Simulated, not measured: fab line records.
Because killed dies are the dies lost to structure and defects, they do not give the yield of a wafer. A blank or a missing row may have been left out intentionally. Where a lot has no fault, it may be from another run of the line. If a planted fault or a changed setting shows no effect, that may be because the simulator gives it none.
fab line records | flow sky130
[record] lots = 14 | wafers = 42 | lastDay = 50
route steps=708 shown LI_CONTACT@381 PAD_OPEN@708
lots untouched by any fault: they come from a run of this same line in which no faults occurred
startH: start of the lot's first displayed wafer, in hours after the record's first day | waitH: hours since the lot's step before | " identical to the entry in the row above | L1.1+2: a single row standing in for several wafers | - no value present, or no start provided | * or withheld: withheld | < > ~ a bound
route shown NAME@n: a module of which the file shows steps, and the number in the route of the first | usual: mean/standard deviation of fault-free wafers | same: alike in all rows | chamber/n: place in a boat | sites: per-site readings | _std_site: how widely they spread, as a standard deviation | _edge_site: outer sites' mean less inner sites' | radiusMm: how far each site lies from the wafer's centre | mask NAME#n: copy n | behind: the tool/chamber that last shaped the wafer | hold: why the lot went on hold/how many hours it stayed there/how the hold came to an end | device: which transistor (n, p or np) failed to switch | end of line: the route-end tests of the same wafers | a step without rows: its recipe alone | killed: not the wafer's yield, but the dies lost to structure and defects at the first sort | map: a wafer's dies, marking killed ones x, the rest . and places with no die _
set.NAME: the run value of the setting; set.NAME@STEP: its run value at that earlier step | model.NAME: the simulator's own value behind a step, which no gauge read
one table for each step of the route and one row for each wafer, over a sample of lots
services: a tool's chamber out of use, with start hour (startH, from the record's first day; less than 0 if before it), hours out, and reason
[[steps]]
[step SKY_LI_CONTACT_SPUTTER_19]
[recipe] material = Ti | targetThkNm = 20 | chamberPressurePa = 5 | powerW = 2500 | substrateTempC = 200 | timeS = 106.37
[usual] cathodeDcPowerW = 2500.0/0.45 | chamberPressurePa = 5.000/0.01 | throttleValvePct = 29.8/1.2 | timeS = 106.37/0
lot.wafer | tool          | chamber | startH | waitH | cathodeDcPowerW | chamberPressurePa | throttleValvePct | timeS
L178.2    | pvdSputter-01 | -       | 705.88 | 0.0   | 2499.6          | 5.000             | 31.2             | 106.37
L178.3    | "             | -       | "      | "     | 2499.5          | 4.987             | 28.0             | 106.37
L178.4    | "             | -       | "      | "     | 2500.8          | 5.006             | 30.1             | 106.37
L181.2    | pvdSputter-01 | -       | 718.49 | 0.0   | 2500.2          | 4.996             | 31.3             | 106.37
L181.3    | "             | -       | "      | "     | 2500.3          | 5.001             | 30.2             | 106.37
L181.5    | "             | -       | "      | "     | 2499.7          | 4.995             | 28.5             | 106.37
L183.4    | pvdSputter-03 | -       | 719.73 | 0.0   | 2499.5          | 5.010             | 29.6             | 106.37
L183.5    | "             | -       | "      | "     | 2500.3          | 5.002             | 29.7             | 106.37
L183.6    | "             | -       | "      | "     | 2500.8          | 4.992             | 31.0             | 106.37
L184.3    | pvdSputter-04 | -       | 728.39 | 0.0   | 2500.3          | 4.990             | 30.8             | 106.37
L184.4    | "             | -       | "      | "     | 2498.7          | 5.005             | 32.2             | 106.37
L184.5    | "             | -       | "      | "     | 2499.7          | 5.004             | 28.5             | 106.37
L186.1    | pvdSputter-03 | -       | 748.44 | 0.0   | 2500.0          | 5.014             | 28.6             | 106.37
L186.3    | "             | -       | "      | "     | 2500.0          | 5.002             | 31.0             | 106.37
L186.4    | "             | -       | "      | "     | 2499.3          | 4.995             | 29.6             | 106.37
L187.3    | pvdSputter-03 | -       | 751.82 | 0.0   | -               | -                 | -                | -
L187.4    | "             | -       | "      | "     | -               | -                 | -                | -
L187.5    | "             | -       | "      | "     | -               | -                 | -                | -
L188.1    | pvdSputter-03 | -       | 755.54 | 0.0   | -               | -                 | -                | -
L188.5    | "             | -       | "      | "     | -               | -                 | -                | -
L188.6    | "             | -       | "      | "     | -               | -                 | -                | -
L189.1    | pvdSputter-04 | -       | 764.84 | 0.0   | 2499.4          | 5.008             | 30.4             | 106.37
L189.3    | "             | -       | "      | "     | 2499.6          | 4.998             | 31.3             | 106.37
L189.4    | "             | -       | "      | "     | 2499.4          | 4.997             | 28.4             | 106.37
L190.1    | pvdSputter-01 | -       | 771.98 | 0.0   | 2500.3          | 5.001             | 30.4             | 106.37
L190.3    | "             | -       | "      | "     | 2500.5          | 5.004             | 28.6             | 106.37
L190.6    | "             | -       | "      | "     | 2500.3          | 4.998             | 27.9             | 106.37
L191.3    | pvdSputter-03 | -       | 794.03 | 0.0   | 2500.0          | 5.003             | 28.6             | 106.37
L191.4    | "             | -       | "      | "     | 2499.5          | 4.994             | 29.4             | 106.37
L191.5    | "             | -       | "      | "     | 2500.1          | 4.991             | 29.7             | 106.37
L197.1    | pvdSputter-03 | -       | 824.53 | 0.0   | 2500.3          | 5.002             | 29.4             | 106.37
L197.2    | "             | -       | "      | "     | 2499.1          | 5.006             | 28.4             | 106.37
L197.5    | "             | -       | "      | "     | 2500.4          | 5.010             | 28.7             | 106.37
L198.2    | pvdSputter-03 | -       | 837.73 | 0.0   | 2499.8          | 5.004             | 29.5             | 106.37
L198.3    | "             | -       | "      | "     | 2500.4          | 4.991             | 28.6             | 106.37
L198.6    | "             | -       | "      | "     | 2500.3          | 5.000             | 28.2             | 106.37
L199.1    | pvdSputter-04 | -       | 858.48 | 0.0   | 2500.3          | 4.981             | 31.0             | 106.37
L199.4    | "             | -       | "      | "     | 2500.7          | 5.006             | 32.0             | 106.37
L199.6    | "             | -       | "      | "     | 2500.3          | 4.997             | 28.4             | 106.37
L201.2    | pvdSputter-03 | -       | 862.18 | 0.0   | 2500.4          | 4.993             | 29.4             | 106.37
L201.4    | "             | -       | "      | "     | 2499.9          | 5.006             | 31.1             | 106.37
L201.5    | "             | -       | "      | "     | 2500.1          | 4.992             | 29.5             | 106.37
[step SKY_PAD_OPEN_PROBE_99]
[usual] killed_at_M0_to_M3 = 44/7.1 | killed_at_M4_up = 3.0/1.9 | killedAtContacts = 25/5.6 | killedAtFrontEnd = 14/4.1 | killedAtOther = 0.2/0.44 | killedDies = 86/9.1 | killedOnRim = 17/3.7 | killedOpen = 47/7.4 | killedShort = 39/5.7
[same] grossDies = 492 | killedAtBackSide = 0
lot.wafer | tool      | chamber | startH  | waitH | killed_at_M0_to_M3 | killed_at_M4_up | killedAtContacts | killedAtFrontEnd | killedAtOther | killedDies | killedOnRim | killedOpen | killedShort
L187.3    | prober-01 | -       | 1127.21 | 0.2   | 38                 | 4               | 441              | 9                | 0             | 492        | 96          | 41         | 36
L187.4    | prober-01 | -       | 1127.26 | 0.2   | 48                 | 1               | 426              | 16               | 1             | 492        | 96          | 50         | 31
L187.5    | prober-01 | -       | 1127.31 | 0.2   | 37                 | 3               | 442              | 10               | 0             | 492        | 96          | 48         | 29
L188.1    | prober-02 | -       | 1128.98 | 0.1   | 38                 | 3               | 430              | 21               | 0             | 492        | 96          | 48         | 44
L188.5    | prober-02 | -       | 1129.18 | 0.2   | 43                 | 8               | 428              | 13               | 0             | 492        | 96          | 51         | 45
L188.6    | prober-02 | -       | 1129.23 | 0.2   | 41                 | 2               | 427              | 21               | 1             | 492        | 96          | 50         | 44
L201.2    | prober-02 | -       | 1208.25 | 0.1   | 47                 | 2               | 33               | 9                | 1             | 92         | 23          | 49         | 43
L201.4    | prober-02 | -       | 1208.35 | 0.2   | 49                 | 2               | 29               | 15               | 0             | 95         | 22          | 61         | 34
L201.5    | prober-02 | -       | 1208.40 | 0.2   | 54                 | 1               | 19               | 24               | 0             | 98         | 19          | 50         | 48
// killed by level:class
L187.3 LI_CONTACT:areaSputter=414 LI_CONTACT:geometricParticle:open=9 VIA2:geometricParticle:open=8 CONTACT:geometricParticle:open=6 METAL1:geometricParticle:short=6 VIA1:geometricParticle:open=6 LOCAL_INTERCONNECT:geometricParticle:short=5 METAL2:geometricParticle:short=5
L187.4 LI_CONTACT:areaSputter=411 VIA1:geometricParticle:open=11 VIA2:geometricParticle:open=8 VIA3:geometricParticle:open=8 CONTACT:geometricParticle:open=7 POLY_GATE:geometricParticle:open=5 LI_CONTACT:geometricParticle:open=5 METAL2:geometricParticle:short=5
L187.5 LI_CONTACT:areaSputter=415 CONTACT:geometricParticle:open=10 VIA3:geometricParticle:open=10 LI_CONTACT:geometricParticle:open=7 VIA1:geometricParticle:open=5 VIA2:geometricParticle:open=5 FIELD_ISO:geometricParticle:short=4 LI_CONTACT:geometricParticle:short=4
L188.1 LI_CONTACT:areaSputter=400 CONTACT:geometricParticle:open=11 LI_CONTACT:geometricParticle:open=10 METAL2:geometricParticle:short=8 VIA2:geometricParticle:open=8 POLY_GATE:geometricParticle:short=7 FIELD_ISO:geometricParticle:short=6 METAL1:geometricParticle:short=5
L188.5 LI_CONTACT:areaSputter=396 CONTACT:geometricParticle:open=9 VIA3:geometricParticle:open=8 LI_CONTACT:geometricParticle:short=7 CONTACT:geometricParticle:short=7 FIELD_ISO:geometricParticle:short=6 METAL1:geometricParticle:short=6 VIA1:geometricParticle:open=6
L188.6 LI_CONTACT:areaSputter=398 VIA1:geometricParticle:open=14 LI_CONTACT:geometricParticle:open=9 FIELD_ISO:geometricParticle:open=7 METAL1:geometricParticle:short=7 CONTACT:geometricParticle:open=6 LOCAL_INTERCONNECT:geometricParticle:short=5 POLY_GATE:geometricParticle:short=4
L201.2 VIA1:geometricParticle:open=13 VIA3:geometricParticle:open=9 CONTACT:geometricParticle:short=8 VIA2:geometricParticle:open=8 LI_CONTACT:geometricParticle:short=7 CONTACT:geometricParticle:open=7 LI_CONTACT:geometricParticle:open=6 LOCAL_INTERCONNECT:geometricParticle:short=5
L201.4 VIA1:geometricParticle:open=16 CONTACT:geometricParticle:open=14 FIELD_ISO:geometricParticle:open=7 VIA1:geometricParticle:short=7 CONTACT:geometricParticle:short=6 VIA2:geometricParticle:open=6 METAL2:geometricParticle:short=5 LI_CONTACT:geometricParticle:open=4
L201.5 VIA1:geometricParticle:open=14 CONTACT:geometricParticle:open=10 VIA1:geometricParticle:short=9 METAL2:geometricParticle:short=9 FIELD_ISO:geometricParticle:short=8 FIELD_ISO:geometricParticle:open=7 VIA3:geometricParticle:open=5 VIA2:geometricParticle:open=5
[[services]]
tool          | chamber | startH | hours | kind
pvdSputter-03 | -       | 686.72 | 0.6   | repair
pvdSputter-04 | -       | 711.92 | 13.0  | repair
pvdSputter-04 | -       | 771.44 | 3.4   | repair
pvdSputter-01 | -       | 782.32 | 7.8   | repair
pvdSputter-04 | -       | 783.80 | 4.6   | repair
pvdSputter-04 | -       | 814.13 | 1.9   | repair
pvdSputter-01 | 3       | 832.76 | -     | consumableReplace:kit
pvdSputter-01 | 3       | 832.76 | 18.0  | scheduledDown
pvdSputter-01 | 3       | 832.76 | 18.0  | ventCycle
pvdSputter-03 | -       | 846.57 | 15.1  | repair
pvdSputter-03 | -       | 854.84 | 0.6   | repair
[[key]]
[firstSign] step = SKY_LI_CONTACT_SPUTTER_19 | reading = toolRecord | direction = missing
[effect] step = SKY_PAD_OPEN_PROBE_99 | reading = killedAtContacts | direction = up | sigmas = 73 | usual = 25 | struck = 432
[moreKillsBornAt] SKY_LI_CONTACT_SPUTTER_19@pvdSputter-03 = 2434
metAt SKY_LI_CONTACT_SPUTTER_19
struckLots L187,L188
laterRowsLeftOut L187.3,L187.4,L187.5,L188.1,L188.5,L188.6
testerLeftOut L187,L188
onsetBetween 748.44 751.82
[fault] kind = skippedStepWhole | tool = pvdSputter-03 | chamber = - | onsetH = 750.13 | steps = SKY_LI_CONTACT_SPUTTER_19 | scope = struckLotsOnly
// testerLeftOut: of these lots the tester's yield and bins aren't shown, on N5 and GAA mostly nor the transistor test; their killed dies are dies lost to structure and defects alone, not to doping, threshold or leakage, so they don't give the yield
// laterRowsLeftOut: the simulator's readings of these wafers behind a module that went badly wrong aren't trusted and aren't shown, but for the sort
